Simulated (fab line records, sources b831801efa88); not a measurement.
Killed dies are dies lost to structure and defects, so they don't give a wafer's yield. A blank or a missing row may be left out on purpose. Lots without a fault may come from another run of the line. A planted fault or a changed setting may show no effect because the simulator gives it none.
fab line records | flow gf180mcu
record lots=11 wafers=33 last_day=34
route steps=602 shown V5@541 TOP_METAL@567 PASSIVATION@589
lots that met no fault: from a run of the same line without faults
start_h: hours from the record's first day to the start of the lot's first wafer shown | wait_h: hours since the lot's step before | " the same as in the row above | L1.1+2: a row that stands for several wafers | - no value, or no start given | * or withheld: withheld | < > ~ a bound
route shown NAME@n: a module of which the file shows steps, and the number in the route of the first | usual: mean/standard deviation of fault-free wafers | same: alike in all rows | chamber/n: place in a boat | sites: the reading at each site | _std_site: their standard deviation | _edge_site: outer sites' mean less inner sites' | radius_mm: how far each site lies from the wafer's centre | mask NAME#n: copy n | behind: the tool/chamber that last shaped the wafer | hold: why the lot was held/for how many hours/how that ended | device: the transistor (n, p or np) that didn't switch | end of line: the same wafers' tests at the end of the route | a step without rows: its recipe alone | killed: dies lost to structure and defects at the first sort, not the wafer's yield | map: a wafer's dies, x killed, . not, _ none there
set.NAME: the setting as run; set.NAME@STEP: as run at that earlier step | model.NAME: the simulator's own value behind a step, which no gauge read
steps of the route over a sample of lots; a table a step, a row a wafer
services: from which hour (start_h, from the record's first day; less than 0 if before it) a tool's chamber was out of use, for how many hours, and why
## steps
# step GF_V5_THK_MEAS_01
# recipe reads=SiO2_of_V5_CVD_00
# usual V5_CVD_00_THK=300/4.4
# columns lot.wafer tool chamber start_h wait_h V5_CVD_00_THK[nm]
L670.3 film_metro-01 - 616.58 0.0 308
L670.5 " - " " 302
L670.6 " - " " 302
L671.2 film_metro-03 - 618.08 0.0 291
L671.4 " - " " 296
L671.5 " - " " 294
L673.1 film_metro-01 - 644.47 0.0 304
L673.2 " - " " 302
L673.4 " - " " 302
L674.1 film_metro-01 - 645.58 0.0 301
L674.2 " - " " 306
L674.4 " - " " 301
L677.1 film_metro-03 - 668.50 0.0 304
L677.4 " - " " 304
L677.5 " - " " 301
L680.2 film_metro-03 - 691.20 0.0 297
L680.3 " - " " 295
L680.4 " - " " 301
L682.1 film_metro-03 - 703.65 0.0 293
L682.2 " - " " 290
L682.3 " - " " 294
L686.1 film_metro-03 - 733.32 0.0 296
L686.4 " - " " 297
L686.6 " - " " 298
L688.1 film_metro-03 - 745.49 0.0 300
L688.2 " - " " 303
L688.5 " - " " 296
L689.1 film_metro-02 - 749.87 0.0 301
L689.4 " - " " 298
L689.5 " - " " 302
L691.1 film_metro-03 - 759.12 0.0 295
L691.5 " - " " 296
L691.6 " - " " 297
# step GF_V5_CMP_04
# recipe material=SiO2 down_force_psi=4 platen_rpm=60 pad_velocity_m_s=0.94248
# usual motor_current_A=11.8/2
# columns lot.wafer tool chamber start_h wait_h motor_current_A
L670.3 cmp-01 0 616.88 0.1 12.5
L670.6 " 2 " " 10.6
L670.5 " 3 " " 9.2
L671.4 cmp-01 2 618.35 0.1 10.7
L671.2 " 0 " " 11.7
L671.5 " 1 " " 14.4
L673.2 cmp-01 3 644.75 0.0 9.0
L673.4 " 0 " " 11.2
L673.1 " 1 " " 15.6
L674.4 cmp-01 3 645.81 0.0 8.6
L674.2 " 0 " " 11.8
L674.1 " 1 " " 15.3
L677.4 cmp-01 3 668.77 0.1 8.7
L677.1 " 0 " " 12.2
L677.5 " 2 " " 10.8
L680.3 cmp-01 2 691.56 0.2 11.4
L680.2 " 0 " " 12.2
L680.4 " 1 " " 14.6
L682.3 cmp-02 0 703.88 0.0 11.8
L682.2 " 1 " " 13.2
L682.1 " 3 " " 12.6
L686.4 cmp-01 1 733.55 0.0 14.8
L686.1 " 0 " " 12.2
L686.6 " 1 " " 14.7
L688.2 cmp-01 2 746.17 0.4 10.5
L688.1 " 3 " " 8.9
L688.5 " 0 " " 11.9
L689.1 cmp-02 3 750.20 0.1 11.9
L689.4 " 0 " " 12.4
L689.5 " 2 " " 13.7
L691.1 cmp-02 3 759.61 0.3 12.3
L691.6 " 1 " " 12.3
L691.5 " 2 " " 13.5
# step GF_TOP_METAL_SPUTTER_00
# recipe material=Ti target_thk_nm=37.5 arriving_ion_energy_ev=80 substrate_temp_c=200 chamber_pressure_pa=2 power_w=4000 time_s=150
# usual substrate_temp_c=200.01/0.16 throttle_valve_pct=29.7/0.85
# columns lot.wafer tool chamber start_h wait_h substrate_temp_c throttle_valve_pct
L670.3 pvd_sputter-01 - 639.38 0.1 199.86 29.7
L670.5 " - " " 199.95 29.1
L670.6 " - " " 199.94 30.1
L671.2 pvd_sputter-03 - 640.67 0.2 199.89 30.0
L671.4 " - " " 199.78 30.7
L671.5 " - " " 200.14 29.8
L673.1 pvd_sputter-04 - 666.04 0.2 200.02 29.8
L673.2 " - " " 199.90 29.1
L673.4 " - " " 200.06 29.2
L674.1 pvd_sputter-03 - 666.93 0.2 199.93 29.7
L674.2 " - " " 199.82 30.8
L674.4 " - " " 199.91 31.8
L677.1 pvd_sputter-03 - 689.93 0.2 200.16 31.6
L677.4 " - " " 199.74 30.1
L677.5 " - " " 200.14 29.7
L680.2 pvd_sputter-04 - 712.27 0.2 200.16 28.9
L680.3 " - " " 200.15 29.9
L680.4 " - " " 199.78 28.8
L682.1 pvd_sputter-03 - 723.75 0.2 200.07 30.2
L682.2 " - " " 199.98 31.5
L682.3 " - " " 199.98 29.9
L686.1 pvd_sputter-01 - 752.49 0.1 199.99 28.4
L686.4 " - " " 199.98 30.1
L686.6 " - " " 200.04 28.1
L688.1 pvd_sputter-01 - 764.06 0.1 200.07 30.3
L688.2 " - " " 199.91 30.3
L688.5 " - " " 200.36 28.2
L689.1 pvd_sputter-04 - 768.14 0.2 200.16 28.9
L689.4 " - " " 200.01 29.6
L689.5 " - " " 200.09 29.2
L691.1 pvd_sputter-01 - 777.96 0.1 199.80 30.3
L691.5 " - " " 199.73 28.1
L691.6 " - " " 200.01 30.3
# step GF_PASSIVATION_CVD_02
# recipe material=Si3N4 target_thk_nm=700 time_s=486.18 temp_c=400 rf_w=450
# usual heater_power_w=737/82 rf_fwd_power_W=449.1/1.2 susceptor_temp_C=399.98/0.2
# columns lot.wafer tool chamber start_h wait_h heater_power_w rf_fwd_power_W susceptor_temp_C
L670.3 pecvd-03 2 660.01 0.0 732 449.8 400.01
L670.5 " 0 " " 563 448.4 399.92
L670.6 " 1 " " 731 450.0 400.27
L671.2 pecvd-02 0 661.84 0.0 749 450.9 399.88
L671.4 " 2 " " 637 449.0 399.95
L671.5 " 0 " " 820 450.3 399.86
L673.1 pecvd-01 1 685.57 0.1 786 451.7 399.92
L673.2 " 0 " " 842 448.1 400.01
L673.4 " 1 " " 668 451.0 400.05
L674.1 pecvd-01 1 687.00 0.1 748 448.2 399.98
L674.2 " 2 " " 610 449.9 399.79
L674.4 " 0 " " 762 449.1 399.65
L677.1 pecvd-03 2 709.41 0.1 653 449.8 400.20
L677.4 " 2 " " 703 449.1 400.06
L677.5 " 0 " " 709 449.1 400.07
L680.2 pecvd-01 2 731.22 0.0 707 449.7 400.13
L680.3 " 0 " " 867 266.7 399.93
L680.4 " 1 " " 826 447.0 399.93
L682.1 pecvd-01 2 742.16 0.1 636 450.7 399.64
L682.2 " 0 " " 862 269.6 400.13
L682.3 " 1 " " 666 449.6 399.89
L686.1 pecvd-02 0 770.50 0.1 894 447.6 399.83
L686.4 " 0 " " 910 448.7 399.83
L686.6 " 2 " " 723 447.3 399.75
L688.1 pecvd-03 2 780.87 0.1 799 448.0 400.31
L688.2 " 0 " " 670 448.2 399.67
L688.5 " 0 " " 722 450.6 400.18
L689.1 pecvd-02 0 784.42 0.1 894 450.5 400.43
L689.4 " 1 " " 729 449.8 400.32
L689.5 " 2 " " 779 451.7 400.07
L691.1 pecvd-03 1 794.51 0.1 792 446.5 399.98
L691.5 " 1 " " 871 448.8 400.12
L691.6 " 2 " " 793 448.4 400.32
# step GF_PASSIVATION_THK_MEAS_03
# recipe reads=Si3N4_of_PASSIVATION_CVD_02
# usual PASSIVATION_CVD_02_THK=696/9.9
# columns lot.wafer tool chamber start_h wait_h PASSIVATION_CVD_02_THK[nm]
L670.3 film_metro-01 - 660.32 0.2 687
L670.5 " - " " 698
L670.6 " - " " 691
L671.2 film_metro-04 - 662.13 0.2 695
L671.4 " - " " 698
L671.5 " - " " 686
L673.1 film_metro-04 - 685.86 0.1 692
L673.2 " - " " 695
L673.4 " - " " 709
L674.1 film_metro-02 - 687.29 0.1 694
L674.2 " - " " 708
L674.4 " - " " 700
L677.1 film_metro-04 - 709.70 0.1 689
L677.4 " - " " 701
L677.5 " - " " 711
L680.2 film_metro-01 - 731.51 0.2 706
L680.3 " - " " 594
L680.4 " - " " 701
L682.1 film_metro-04 - 742.45 0.1 696
L682.2 " - " " 578
L682.3 " - " " 680
L686.1 film_metro-02 - 770.78 0.1 691
L686.4 " - " " 696
L686.6 " - " " 699
L688.1 film_metro-02 - 781.16 0.1 691
L688.2 " - " " 710
L688.5 " - " " 706
L689.1 film_metro-04 - 784.70 0.1 688
L689.4 " - " " 705
L689.5 " - " " 703
L691.1 film_metro-01 - 794.81 0.2 689
L691.5 " - " " 698
L691.6 " - " " 695
# step GF_PASSIVATION_ETCH_11
# recipe chemistry=CF4/O2 target_depth_nm=1800 stop_on=TiN source_w=800 bias_w=150 pressure_mtorr=150 cf4_flow_sccm=80 O2_flow_sccm=10 time_s=400
# usual drypump_motor_current_A=5.76/0.26 oes_product_au=0.962/0.0083 throttle_valve_pct=5.961/0.0092
# columns lot.wafer tool chamber start_h wait_h drypump_motor_current_A oes_product_au rf_hours_counter_h throttle_valve_pct
L670.3 rie_diel-03 3 679.37 - 5.94 0.964 15 5.973
L670.5 " 1 " " 5.33 0.961 - 5.969
L670.6 " 2 " " 6.05 0.959 - 5.955
L671.2 rie_diel-03 3 681.42 - 5.94 0.951 15 5.964
L671.4 " 2 " " 6.03 0.961 14 5.966
L671.5 " 2 " " 6.04 0.971 - 5.985
L673.1 rie_diel-03 3 704.30 - 5.95 0.954 16 5.945
L673.2 " 1 " " 5.35 0.964 2 5.957
L673.4 " 2 " " 6.00 0.965 15 5.948
L674.1 rie_diel-03 3 705.12 - 5.92 0.962 16 5.966
L674.2 " 0 " " 5.64 0.964 3 5.974
L674.4 " 1 " " 5.35 0.954 2 5.964
L677.1 rie_diel-03 0 727.46 - 5.63 0.974 4 5.964
L677.4 " 3 " " 5.96 0.976 17 5.959
L677.5 " 0 " " 5.64 0.963 - 5.964
L680.2 rie_diel-03 2 748.26 - 6.03 0.954 17 5.950
L680.3 " 0 " " 5.66 0.920 5 5.956
L680.4 " 1 " " 5.33 0.956 4 5.951
L682.1 rie_diel-03 0 759.00 - 5.62 0.957 6 5.949
L682.2 " 1 " " 5.35 0.907 4 5.950
L682.3 " 2 " " 6.02 0.958 18 5.960
L686.1 rie_diel-01 1 786.10 - 5.95 0.968 38 5.971
L686.4 " 2 " " 5.94 0.965 6 5.968
L686.6 " 0 " " 5.61 0.978 - 5.975
L688.1 rie_diel-01 0 796.47 - 5.60 0.948 32 5.966
L688.2 " 3 " " 5.46 0.961 8 5.968
L688.5 " 2 " " 5.94 0.969 - 5.947
L689.1 rie_diel-03 0 799.51 - 5.63 0.961 8 5.957
L689.4 " 2 " " 5.97 0.972 20 5.960
L689.5 " 1 " " 5.36 0.956 - 5.951
L691.1 rie_diel-02 3 809.55 - 5.85 0.960 13 5.955
L691.5 " 2 " " 5.75 0.965 - 5.971
L691.6 " 3 " " 5.87 0.962 - 5.957
## services
# columns tool chamber start_h hours kind
pecvd-02 0 597.76 13.7 repair
pecvd-03 - 600.56 1.5 repair
pvd_sputter-03 - 608.51 2.6 repair
rie_diel-03 - 615.46 2.8 pm
pecvd-01 0 624.44 8.7 repair
pecvd-03 1 634.39 15.0 repair
pecvd-02 - 637.84 2.8 pm
pvd_sputter-03 - 648.55 2.0 repair
pecvd-03 - 650.90 3.4 repair
cmp-02 - 662.68 3.4 repair
pecvd-02 2 673.36 4.0 repair
pvd_sputter-01 - 682.62 8.0 repair
cmp-01 - 685.62 1.5 repair
pvd_sputter-03 - 695.63 1.8 repair
pvd_sputter-03 - 703.59 0.7 repair
pvd_sputter-03 - 706.05 1.3 repair
pecvd-03 2 718.67 41.4 repair
pvd_sputter-03 - 749.01 15.2 repair
pecvd-03 - 752.64 28.1 pm
cmp-01 - 753.98 8.2 pm
cmp-01 - 773.16 3.0 repair
pvd_sputter-03 - 774.35 1.2 repair
pecvd-03 - 798.89 0.2 repair
pecvd-01 - 799.38 14.0 pm
## key
first_sign step=GF_PASSIVATION_CVD_02 reading=rf_fwd_power_W direction=down sigmas=99+ usual=449.1 struck=268.1
effect step=GF_PASSIVATION_THK_MEAS_03 reading=PASSIVATION_CVD_02_THK direction=down sigmas=11 usual=696 struck=586
effect step=GF_PASSIVATION_ETCH_11 reading=oes_product_au direction=down sigmas=5.8 usual=0.962 struck=0.914
met_at GF_PASSIVATION_CVD_02
struck_lots L680,L682
struck_wafers L680.3,L682.2
not_acting_at GF_V5_THK_MEAS_01,GF_V5_CMP_04,GF_TOP_METAL_SPUTTER_00
onset_between 687.00 731.22
fault kind=process_parameter_drift tool=pecvd-01 chamber=0 onset_h=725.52 steps=GF_PASSIVATION_CVD_02 channel=rf_w offset=-180 shape=step end_h=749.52 acts_in=these_recipes_only stated=450
